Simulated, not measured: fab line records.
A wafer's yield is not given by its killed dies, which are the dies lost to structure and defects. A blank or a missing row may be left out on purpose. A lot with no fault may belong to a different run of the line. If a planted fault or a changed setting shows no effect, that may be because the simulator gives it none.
fab line records | flow sky130
[record] lots = 5 | wafers = 15 | last-day = 50
route steps=708 shown LDD_HVP@281 LDD_LDN@289 PAD_OPEN@708
lots that met no fault: taken from a fault-free run of the same line
start-h: start of the lot's first displayed wafer, in hours after the record's first day | wait-h: time in hours since the lot's previous step | " as in the row above | L1.1+2: one row covering several wafers at once | - either no value or no given start | * or withheld: withheld | < > ~ a bound
route shown NAME@n: NAME is a module with steps in the file, n the number in the route of the first one | usual: average and standard deviation across the fault-free wafers | same: alike in all rows | chamber/n: place in a boat | sites: each site's reading | _std_site: the values' standard deviation | _edge_site: mean of outer sites minus mean of inner sites | radius-mm: how far each site lies from the wafer's centre | mask NAME#n: copy n | behind: the most recent tool/chamber to have shaped the wafer | hold: what put the lot on hold/how long, in hours/how the hold closed | device: names the non-switching transistor (n, p or np) | end of line: tests of these same wafers at the route's end | a step with no rows: only its recipe | killed: not the wafer's yield, but the dies lost to structure and defects at the first sort | map: dies across one wafer; x = killed, . = not, _ = none there
set.NAME: the setting as run; set.NAME@STEP: as run at that earlier step | model.NAME: the simulator's own value behind a step, which no gauge read
certain route steps with their lots: each step a table, each wafer a row
services: the hour from which a tool's chamber was out of use, counted from the record's first day as start-h (under 0 if before that day), plus the number of hours and why
[[steps]]
[step SKY_LDD_HVP_SOFTBAKE_03]
[recipe] temp-c = 90 | time-s = 60 | resist = NOVOLAK
[step SKY_LDD_HVP_EXPOSE_04]
[recipe] mask-id = HVPTM | na = 0.6 | source-shape = conventional | sigma-outer = 0.6 | polarization = unpolarized | target-cd-nm = 700 | dose-mj = 86
[step SKY_LDD_HVP_PEB_05]
[recipe] temp-c = withheld | time-s = * | resist = NOVOLAK
[step SKY_LDD_HVP_DEVELOP_06]
[recipe] resist = NOVOLAK | developer = TMAH | develop-time-s = 60 | dev-temp-c = 23
[step SKY_LDD_HVP_OVL_MEAS_07]
[usual] LDD_HVP_OVL = -0.8/1.2
lot.wafer | tool       | chamber | start-h | wait-h | LDD_HVP_OVL[nm]
L919.3    | overlay-02 | -       | 581.52  | 0.1    | -1.5
L919.5    | "          | -       | "       | "      | -0.4
L919.6    | "          | -       | "       | "      | -2.5
L930.2    | overlay-02 | -       | 680.81  | 0.1    | -2.7
L930.5    | "          | -       | "       | "      | -0.5
L930.6    | "          | -       | "       | "      | -1.4
L933.3    | overlay-01 | -       | 682.09  | 0.1    | -1.6
L933.4    | "          | -       | "       | "      | 0.3
L933.5    | "          | -       | "       | "      | -0.5
L932.3    | overlay-02 | -       | 683.04  | 0.1    | -1.8
L932.5    | "          | -       | "       | "      | -0.9
L932.6    | "          | -       | "       | "      | -1.3
L934.1    | overlay-02 | -       | 683.33  | 0.1    | -1.7
L934.2    | "          | -       | "       | "      | -2.1
L934.5    | "          | -       | "       | "      | -2.5
[step SKY_LDD_HVP_IMPLANT_08]
[recipe] species = B | energy-kev = 20 | dose-cm2 = 1.7e+13 | tilt-deg = 17.9
[step SKY_LDD_HVP_STRIP_09]
[recipe] chemistry = O2/N2 | power-w = 1400 | pressure-mtorr = 1500 | platen-temp-c = withheld | o2-flow-sccm = 3000 | n2-flow-sccm = 300 | overash-fraction = 0.5
[usual] drypump-motor-current-A = 5.4/0.39 | o2-flow-sccm = 3002/7.5 | oes-product-au = 0.409/0.0043 | strip-time-to-endpoint-s = 4.135/0.013
[same] overash-fraction = 0.5
lot.wafer | tool            | chamber | start-h | wait-h | drypump-motor-current-A | o2-flow-sccm | oes-product-au | rf-hours-counter-h | strip-time-to-endpoint-s
L919.3    | plasma-asher-01 | 0       | 581.72  | 0.1    | 5.5                     | 3004         | 0.412          | -                  | 4.129
L919.5    | "               | 0       | "       | "      | 5.6                     | 3003         | 0.407          | -                  | 4.133
L919.6    | "               | 1       | "       | "      | 4.9                     | 3000         | 0.407          | -                  | 4.136
L930.2    | plasma-asher-01 | 0       | 680.99  | 0.1    | 5.6                     | 3004         | 0.410          | 90                 | 4.111
L930.5    | "               | 0       | "       | "      | 5.6                     | 3004         | 0.405          | -                  | 4.127
L930.6    | "               | 1       | "       | "      | 4.9                     | 2994         | 0.416          | -                  | 4.112
L933.3    | plasma-asher-01 | 1       | 682.29  | 0.1    | 4.9                     | 3004         | 0.411          | -                  | 4.146
L933.4    | "               | 0       | "       | "      | 5.6                     | 3009         | 0.409          | -                  | 4.148
L933.5    | "               | 0       | "       | "      | 5.6                     | 2995         | 0.412          | -                  | 4.143
L932.3    | plasma-asher-01 | 1       | 683.24  | 0.1    | 4.9                     | 3009         | 0.401          | -                  | 4.117
L932.5    | "               | 0       | "       | "      | 5.6                     | 2990         | 0.409          | -                  | 4.121
L932.6    | "               | 1       | "       | "      | 4.9                     | 2994         | 0.399          | -                  | 4.129
L934.1    | plasma-asher-01 | 1       | 683.51  | 0.1    | 4.9                     | 2997         | 0.410          | 90                 | 4.129
L934.2    | "               | 0       | "       | "      | 5.6                     | 2994         | 0.406          | 90                 | 4.132
L934.5    | "               | 1       | "       | "      | 4.9                     | 3023         | 0.410          | -                  | 4.128
[step SKY_LDD_HVP_TW_MEAS_10]
[usual] LDD_HVP_TW = 456/4.9
lot.wafer | tool          | chamber | start-h | wait-h | LDD_HVP_TW
L919.3    | film-metro-04 | -       | 581.81  | 0.1    | 458
L919.5    | "             | -       | "       | "      | 460
L919.6    | "             | -       | "       | "      | 460
L930.2    | film-metro-04 | -       | 681.10  | 0.1    | 464
L930.5    | "             | -       | "       | "      | 462
L930.6    | "             | -       | "       | "      | 463
L933.3    | film-metro-04 | -       | 682.38  | 0.1    | 464
L933.4    | "             | -       | "       | "      | 463
L933.5    | "             | -       | "       | "      | 465
L932.3    | film-metro-01 | -       | 683.33  | 0.1    | 453
L932.5    | "             | -       | "       | "      | 452
L932.6    | "             | -       | "       | "      | 453
L934.1    | film-metro-02 | -       | 683.61  | 0.1    | 452
L934.2    | "             | -       | "       | "      | 454
L934.5    | "             | -       | "       | "      | 453
[step SKY_LDD_LDN_DEHYDRATE_00]
[recipe] temp-c = 200 | time-s = 60
[step SKY_LDD_LDN_HMDS_01]
[recipe] prime-time-s = 60 | prime-temp-c = 120
[step SKY_LDD_LDN_COAT_02]
[recipe] resist = NOVOLAK | spin-rpm = 3000 | resist-thk-nm = 1140
[step SKY_LDD_LDN_SOFTBAKE_03]
[recipe] temp-c = 89.2 | time-s = 60 | resist = NOVOLAK
[step SKY_LDD_LDN_EXPOSE_04]
[recipe] mask-id = LDNTM | na = 0.6 | source-shape = conventional | sigma-outer = 0.6 | polarization = unpolarized | target-cd-nm = 700 | dose-mj = 140
[usual] stage-vel-mm-s = 499.96/0.25
[same] na = 0.6
lot.wafer | tool             | chamber | start-h | wait-h | mask    | stage-vel-mm-s
L919.3    | iline-stepper-01 | 0       | 596.57  | -      | HVPTM#0 | 500.02
L919.5    | "                | 0       | "       | "      | HVPTM#0 | 500.04
L919.6    | "                | 0       | "       | "      | HVPTM#0 | 500.06
L930.2    | iline-stepper-02 | 0       | 695.37  | -      | LDNTM#0 | 500.56
L930.5    | "                | 0       | "       | "      | LDNTM#0 | 500.41
L930.6    | "                | 0       | "       | "      | LDNTM#0 | 500.47
L933.3    | iline-stepper-01 | 0       | 697.86  | -      | LDNTM#0 | 499.99
L933.4    | "                | 0       | "       | "      | LDNTM#0 | 499.76
L933.5    | "                | 0       | "       | "      | LDNTM#0 | 500.01
L932.3    | iline-stepper-01 | 0       | 698.46  | -      | LDNTM#0 | 500.25
L932.5    | "                | 0       | "       | "      | LDNTM#0 | 500.11
L932.6    | "                | 0       | "       | "      | LDNTM#0 | 500.07
L934.1    | iline-stepper-02 | 0       | 698.77  | -      | LDNTM#0 | 500.01
L934.2    | "                | 0       | "       | "      | LDNTM#0 | 499.45
L934.5    | "                | 0       | "       | "      | LDNTM#0 | 499.56
[step SKY_LDD_LDN_PEB_05]
[recipe] temp-c = withheld | time-s = * | resist = NOVOLAK
[step SKY_LDD_LDN_DEVELOP_06]
[recipe] resist = NOVOLAK | developer = TMAH | develop-time-s = 60 | dev-temp-c = 23
[step SKY_LDD_LDN_OVL_MEAS_07]
[usual] LDD_LDN_OVL = -0.8/1.5
lot.wafer | tool       | chamber | start-h | wait-h | LDD_LDN_OVL[nm]
L919.3    | overlay-01 | -       | 611.01  | 0.1    | -
L919.5    | "          | -       | "       | "      | -
L919.6    | "          | -       | "       | "      | -
L930.2    | overlay-02 | -       | 709.31  | 0.1    | 1.0
L930.5    | "          | -       | "       | "      | 2.1
L930.6    | "          | -       | "       | "      | 1.1
L933.3    | overlay-01 | -       | 711.41  | 0.1    | -0.1
L933.4    | "          | -       | "       | "      | -1.7
L933.5    | "          | -       | "       | "      | -0.5
L932.3    | overlay-01 | -       | 712.16  | 0.1    | -0.7
L932.5    | "          | -       | "       | "      | 0.8
L932.6    | "          | -       | "       | "      | -1.7
L934.1    | overlay-02 | -       | 712.30  | 0.1    | -2.7
L934.2    | "          | -       | "       | "      | -0.4
L934.5    | "          | -       | "       | "      | -0.2
[step SKY_LDD_LDN_IMPLANT_08]
[recipe] species = As | energy-kev = 15 | dose-cm2 = 1.25e+13 | tilt-deg = withheld | rotation-deg = 23
[step SKY_LDD_LDN_IMPLANT_09]
[recipe] species = As | energy-kev = 15 | dose-cm2 = 1.25e+13 | tilt-deg = withheld | rotation-deg = 113
[step SKY_LDD_LDN_IMPLANT_10]
[recipe] species = As | energy-kev = 15 | dose-cm2 = 1.25e+13 | tilt-deg = withheld | rotation-deg = 203
[step SKY_LDD_LDN_IMPLANT_11]
[recipe] species = As | energy-kev = 15 | dose-cm2 = 1.25e+13 | tilt-deg = withheld | rotation-deg = 293
[step SKY_LDD_LDN_STRIP_12]
[recipe] chemistry = O2/N2 | power-w = 1400 | pressure-mtorr = 1500 | platen-temp-c = withheld | o2-flow-sccm = 3000 | n2-flow-sccm = 300 | overash-fraction = 0.5
[usual] drypump-motor-current-A = 5.6/0.4 | o2-flow-sccm = 3002/8.5 | oes-product-au = 0.716/0.0044 | strip-time-to-endpoint-s = 14.21/0.031
[same] overash-fraction = 0.5
lot.wafer | tool            | chamber | start-h | wait-h | drypump-motor-current-A | o2-flow-sccm | oes-product-au | rf-hours-counter-h | strip-time-to-endpoint-s
L919.3    | plasma-asher-04 | 0       | 611.67  | 0.1    | 5.8                     | 2992         | 0.711          | -                  | 14.26
L919.5    | "               | 0       | "       | "      | 5.8                     | 2987         | 0.718          | -                  | 14.23
L919.6    | "               | 1       | "       | "      | 6.1                     | 2999         | 0.719          | -                  | 14.20
L930.2    | plasma-asher-03 | 1       | 709.94  | 0.1    | 5.1                     | 3004         | 0.723          | 101                | 14.18
L930.5    | "               | 0       | "       | "      | 5.7                     | 3013         | 0.719          | -                  | 14.21
L930.6    | "               | 1       | "       | "      | 5.2                     | 2995         | 0.723          | -                  | 14.21
L933.3    | plasma-asher-04 | 0       | 712.07  | 0.1    | 5.8                     | 2986         | 0.720          | -                  | 14.16
L933.4    | "               | 1       | "       | "      | 6.1                     | 3017         | 0.727          | -                  | 14.22
L933.5    | "               | 1       | "       | "      | 6.1                     | 2999         | 0.718          | -                  | 14.24
L932.3    | plasma-asher-03 | 1       | 712.82  | 0.1    | 5.2                     | 3009         | 0.724          | -                  | 14.21
L932.5    | "               | 1       | "       | "      | 5.1                     | 3014         | 0.710          | -                  | 14.26
L932.6    | "               | 0       | "       | "      | 5.7                     | 2997         | 0.720          | -                  | 14.22
L934.1    | plasma-asher-04 | 0       | 712.94  | 0.1    | 5.8                     | 3003         | 0.711          | 29                 | 14.22
L934.2    | "               | 1       | "       | "      | 6.1                     | 3006         | 0.717          | 29                 | 14.24
L934.5    | "               | 0       | "       | "      | 5.8                     | 2997         | 0.716          | -                  | 14.23
[step SKY_LDD_LDN_TW_MEAS_13]
[usual] LDD_LDN_TW = 1485/14
lot.wafer | tool          | chamber | start-h | wait-h | LDD_LDN_TW
L919.3    | film-metro-03 | -       | 611.75  | 0.1    | 30
L919.5    | "             | -       | "       | "      | 30
L919.6    | "             | -       | "       | "      | 30
L930.2    | film-metro-03 | -       | 710.05  | 0.1    | 1478
L930.5    | "             | -       | "       | "      | 1478
L930.6    | "             | -       | "       | "      | 1481
L933.3    | film-metro-02 | -       | 712.16  | 0.1    | 1468
L933.4    | "             | -       | "       | "      | 1458
L933.5    | "             | -       | "       | "      | 1470
L932.3    | film-metro-03 | -       | 712.90  | 0.1    | 1486
L932.5    | "             | -       | "       | "      | 1485
L932.6    | "             | -       | "       | "      | 1483
L934.1    | film-metro-04 | -       | 713.04  | 0.1    | 1496
L934.2    | "             | -       | "       | "      | 1498
L934.5    | "             | -       | "       | "      | 1493
[step SKY_LDD_LDN_CLEAN_14]
[recipe] chemistry = SC1/SC2 | mix = 1:4:20 | temp-c = 70 | time-s = 150 | dry = n2-spin
[step SKY_PAD_OPEN_PROBE_99]
[usual] killed_at_M0_to_M3 = 44/7.1 | killed_at_M4_up = 3.1/1.8 | killed-at-contacts = 24/5.3 | killed-at-front-end = 15/4.5 | killed-at-other = 0.2/0.42 | killed-dies = 86/9.6 | killed-on-rim = 17/4 | killed-open = 46/6.9 | killed-short = 40/6.4
[same] gross-dies = 492 | killed-at-back-side = 0
lot.wafer | tool      | chamber | start-h | wait-h | killed_at_M0_to_M3 | killed_at_M4_up | killed-at-contacts | killed-at-front-end | killed-at-other | killed-dies | killed-on-rim | killed-open | killed-short
L919.3    | prober-01 | -       | 1130.61 | 0.2    | 50                 | 3               | 27                 | 411                 | 1               | 492         | 96            | 49          | 46
L919.5    | prober-01 | -       | 1130.71 | 0.2    | 52                 | 4               | 25                 | 411                 | 0               | 492         | 96            | 51          | 40
L919.6    | prober-01 | -       | 1130.76 | 0.2    | 41                 | 1               | 27                 | 423                 | 0               | 492         | 96            | 39          | 40
L930.2    | prober-01 | -       | 1194.35 | 0.1    | 38                 | 11              | 26                 | 9                   | 0               | 84          | 19            | 41          | 43
L930.5    | prober-01 | -       | 1194.50 | 0.2    | 32                 | 0               | 18                 | 18                  | 0               | 68          | 7             | 39          | 29
L930.6    | prober-01 | -       | 1194.55 | 0.2    | 42                 | 2               | 17                 | 11                  | 0               | 72          | 13            | 42          | 30
L933.3    | prober-02 | -       | 1195.12 | 0.2    | 44                 | 3               | 21                 | 13                  | 0               | 81          | 13            | 45          | 36
L933.4    | prober-02 | -       | 1195.17 | 0.2    | 45                 | 2               | 23                 | 15                  | 0               | 85          | 22            | 49          | 36
L933.5    | prober-02 | -       | 1195.22 | 0.2    | 52                 | 2               | 28                 | 7                   | 1               | 90          | 22            | 56          | 34
L934.1    | prober-01 | -       | 1196.83 | 0.1    | 59                 | 2               | 27                 | 13                  | 0               | 101         | 22            | 52          | 49
L934.2    | prober-01 | -       | 1196.88 | 0.1    | 36                 | 4               | 21                 | 16                  | 1               | 78          | 14            | 38          | 40
L934.5    | prober-01 | -       | 1197.03 | 0.2    | 61                 | 3               | 32                 | 8                   | 2               | 106         | 19            | 54          | 52
L932.3    | prober-01 | -       | 1198.43 | 0.2    | 41                 | 3               | 17                 | 16                  | 0               | 77          | 13            | 32          | 45
L932.5    | prober-01 | -       | 1198.53 | 0.2    | 57                 | 1               | 30                 | 19                  | 0               | 107         | 22            | 66          | 41
L932.6    | prober-01 | -       | 1198.58 | 0.2    | 48                 | 1               | 25                 | 13                  | 0               | 87          | 16            | 46          | 41
// killed by level:class
L919.3 LDD_LDN:area-expose=397 VIA1:geometric-particle:open=11 LOCAL_INTERCONNECT:geometric-particle:short=7 VIA2:geometric-particle:short=6 LI_CONTACT:geometric-particle:open=6 CONTACT:geometric-particle:short=6 VIA3:geometric-particle:open=6 METAL2:geometric-particle:short=6
L919.5 LDD_LDN:area-expose=401 VIA2:geometric-particle:open=10 CONTACT:geometric-particle:open=9 VIA1:geometric-particle:open=8 LI_CONTACT:geometric-particle:open=7 METAL1:geometric-particle:short=7 VIA1:geometric-particle:short=7 FIELD_ISO:geometric-particle:open=5
L919.6 LDD_LDN:area-expose=413 CONTACT:geometric-particle:open=11 VIA1:geometric-particle:open=8 LI_CONTACT:geometric-particle:open=5 CONTACT:geometric-particle:short=5 VIA1:geometric-particle:short=5 METAL2:geometric-particle:short=5 VIA3:geometric-particle:open=5
L930.2 VIA1:geometric-particle:open=11 CONTACT:geometric-particle:open=10 METAL4:geometric-particle:short=8 VIA1:geometric-particle:short=6 LI_CONTACT:geometric-particle:open=5 VIA2:geometric-particle:open=5 LOCAL_INTERCONNECT:geometric-particle:short=4 CONTACT:geometric-particle:short=4
L930.5 VIA1:geometric-particle:open=9 LI_CONTACT:geometric-particle:open=7 FIELD_ISO:geometric-particle:short=6 CONTACT:geometric-particle:open=5 VIA2:geometric-particle:open=5 POLY_GATE:geometric-particle:short=4 VIA1:geometric-particle:short=4 VIA3:geometric-particle:open=4
L930.6 LI_CONTACT:geometric-particle:open=11 VIA1:geometric-particle:open=7 VIA1:geometric-particle:short=7 VIA3:geometric-particle:open=5 METAL1:geometric-particle:open=4 VIA2:geometric-particle:open=4 POLY_GATE:geometric-particle:open=3 CONTACT:geometric-particle:open=3
L933.3 VIA1:geometric-particle:open=10 LI_CONTACT:geometric-particle:open=8 METAL2:geometric-particle:short=7 VIA2:geometric-particle:open=6 CONTACT:geometric-particle:open=6 VIA3:geometric-particle:open=6 METAL3:geometric-particle:short=5 FIELD_ISO:geometric-particle:short=4
L933.4 LI_CONTACT:geometric-particle:open=9 METAL1:geometric-particle:short=9 VIA1:geometric-particle:open=9 VIA3:geometric-particle:open=8 CONTACT:geometric-particle:open=6 VIA2:geometric-particle:open=5 FIELD_ISO:geometric-particle:short=4 FIELD_ISO:geometric-particle:open=4
L933.5 VIA1:geometric-particle:open=18 LI_CONTACT:geometric-particle:open=11 CONTACT:geometric-particle:open=8 LOCAL_INTERCONNECT:geometric-particle:short=6 VIA1:geometric-particle:short=6 VIA2:geometric-particle:open=6 METAL1:geometric-particle:short=5 METAL2:geometric-particle:short=4
L934.1 VIA1:geometric-particle:open=13 CONTACT:geometric-particle:open=9 VIA1:geometric-particle:short=9 CONTACT:geometric-particle:short=8 LI_CONTACT:geometric-particle:open=7 METAL1:geometric-particle:short=7 VIA2:geometric-particle:open=6 VIA3:geometric-particle:open=6
L934.2 VIA1:geometric-particle:open=7 METAL3:geometric-particle:short=7 VIA3:geometric-particle:open=7 LI_CONTACT:geometric-particle:open=6 CONTACT:geometric-particle:open=6 FIELD_ISO:geometric-particle:short=5 POLY_GATE:geometric-particle:short=4 CONTACT:geometric-particle:short=4
L934.5 VIA1:geometric-particle:open=16 VIA1:geometric-particle:short=11 CONTACT:geometric-particle:open=11 VIA3:geometric-particle:open=9 LOCAL_INTERCONNECT:geometric-particle:short=8 LI_CONTACT:geometric-particle:open=6 METAL2:geometric-particle:short=5 VIA2:geometric-particle:short=4
L932.3 VIA1:geometric-particle:open=8 METAL1:geometric-particle:short=7 METAL2:geometric-particle:short=7 LI_CONTACT:geometric-particle:open=6 FIELD_ISO:geometric-particle:open=5 VIA3:geometric-particle:open=5 CONTACT:geometric-particle:open=5 VIA1:geometric-particle:short=5
L932.5 VIA1:geometric-particle:open=19 VIA3:geometric-particle:open=11 LI_CONTACT:geometric-particle:open=11 CONTACT:geometric-particle:open=11 METAL1:geometric-particle:short=8 POLY_GATE:geometric-particle:short=6 VIA2:geometric-particle:open=6 VIA1:geometric-particle:short=5
L932.6 VIA1:geometric-particle:open=11 LI_CONTACT:geometric-particle:open=8 VIA2:geometric-particle:open=8 METAL1:geometric-particle:short=7 LI_CONTACT:geometric-particle:short=5 CONTACT:geometric-particle:open=5 VIA3:geometric-particle:short=5 METAL2:geometric-particle:short=4
// map L919.3 (x killed, . not)
__________xxxxxxxxxx_________
________xxxxxxxxxxxxxx_______
______xxxxxxxxxxxxxxxxxx_____
_____xxxxxxxxxxxxxxxxxxxx____
____xxxxxxxxxxxxxxxxxxxxxx___
___xxxxxxxxxxxxxxxxxxxxxxxx__
__xxxxxxxxxxxxxxxxxxxxxxxxxx_
_xxxxxxxxxxxxxxxxxxxxxxxxxxxx
_xxxxxxxxxxxxxxxxxxxxxxxxxxxx
_xxxxxxxxxxxxxxxxxxxxxxxxxxxx
_xxxxxxxxxxxxxxxxxxxxxxxxxxxx
_xxxxxxxxxxxxxxxxxxxxxxxxxxxx
_xxxxxxxxxxxxxxxxxxxxxxxxxxxx
_xxxxxxxxxxxxxxxxxxxxxxxxxxxx
_xxxxxxxxxxxxxxxxxxxxxxxxxxxx
__xxxxxxxxxxxxxxxxxxxxxxxxxx_
___xxxxxxxxxxxxxxxxxxxxxxxx__
____xxxxxxxxxxxxxxxxxxxxxx___
_____xxxxxxxxxxxxxxxxxxxx____
______xxxxxxxxxxxxxxxxxx_____
________xxxxxxxxxxxxxx_______
__________xxxxxxxxxx_________
// map L932.5 (x killed, . not)
__________.xx....x.._________
________.x............_______
______x.x...x.xx.xx....._____
_____.....x...x.......x..____
____...x.x.x..x.......x..x___
___.x...x.x...x.x..........__
__....x....................._
_.x..xx.x.................x..
_..x.x.....x............x....
_x.x......x..xx............x.
_x...xx.x.......x....x..x.x..
_........x......x...x...x....
_.......x......x...x.........
_.xx...xx...x......xx.......x
_......xx...x.x.x........x.xx
__x.x.x...x..x.x....x......x_
___.x..........x......xx...__
____x....x....xx....xx...x___
_____..x...x....xx...x..x____
______....xx.....xxx...._____
________x...xx.x......_______
__________.......x.._________
[[services]]
tool             | chamber | start-h | hours | kind
iline-stepper-02 | -       | 566.58  | 2.1   | pm
plasma-asher-01  | -       | 567.11  | 1.7   | repair
iline-stepper-02 | -       | 568.66  | -     | consumable-replace:lamp
iline-stepper-02 | -       | 596.22  | 8.9   | pm
plasma-asher-03  | -       | 622.89  | 28.6  | repair
plasma-asher-03  | -       | 633.63  | 0.7   | repair
iline-stepper-02 | -       | 658.30  | 1.7   | pm
iline-stepper-01 | -       | 680.34  | 1.7   | pm
[[key]]
[first-sign] step = SKY_LDD_LDN_EXPOSE_04 | reading = mask | direction = changed
[effect] step = SKY_LDD_LDN_OVL_MEAS_07 | reading = LDD_LDN_OVL | direction = missing
[effect] step = SKY_LDD_LDN_TW_MEAS_13 | reading = LDD_LDN_TW | direction = down | sigmas = 99+ | usual = 1485 | struck = 30
[effect] step = SKY_PAD_OPEN_PROBE_99 | reading = killed-at-front-end | direction = up | sigmas = 89 | usual = 15 | struck = 415
[more-kills-born-at] SKY_LDD_LDN_EXPOSE_04@iline-stepper-01 = 1211
met-at SKY_LDD_LDN_EXPOSE_04
struck-wafers L919.3,L919.5,L919.6
tester-left-out L919
[fault] kind = wrong-mask | tool = any | chamber = - | onset-h = 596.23 | steps = SKY_LDD_LDN_EXPOSE_04 | aux-copy = HVPTM#0 | scope = struck-lots-only
// tester-left-out: of these lots the tester's yield and bins aren't shown, on N5 and GAA mostly nor the transistor test; their killed dies are dies lost to structure and defects alone, not to doping, threshold or leakage, so they don't give the yield
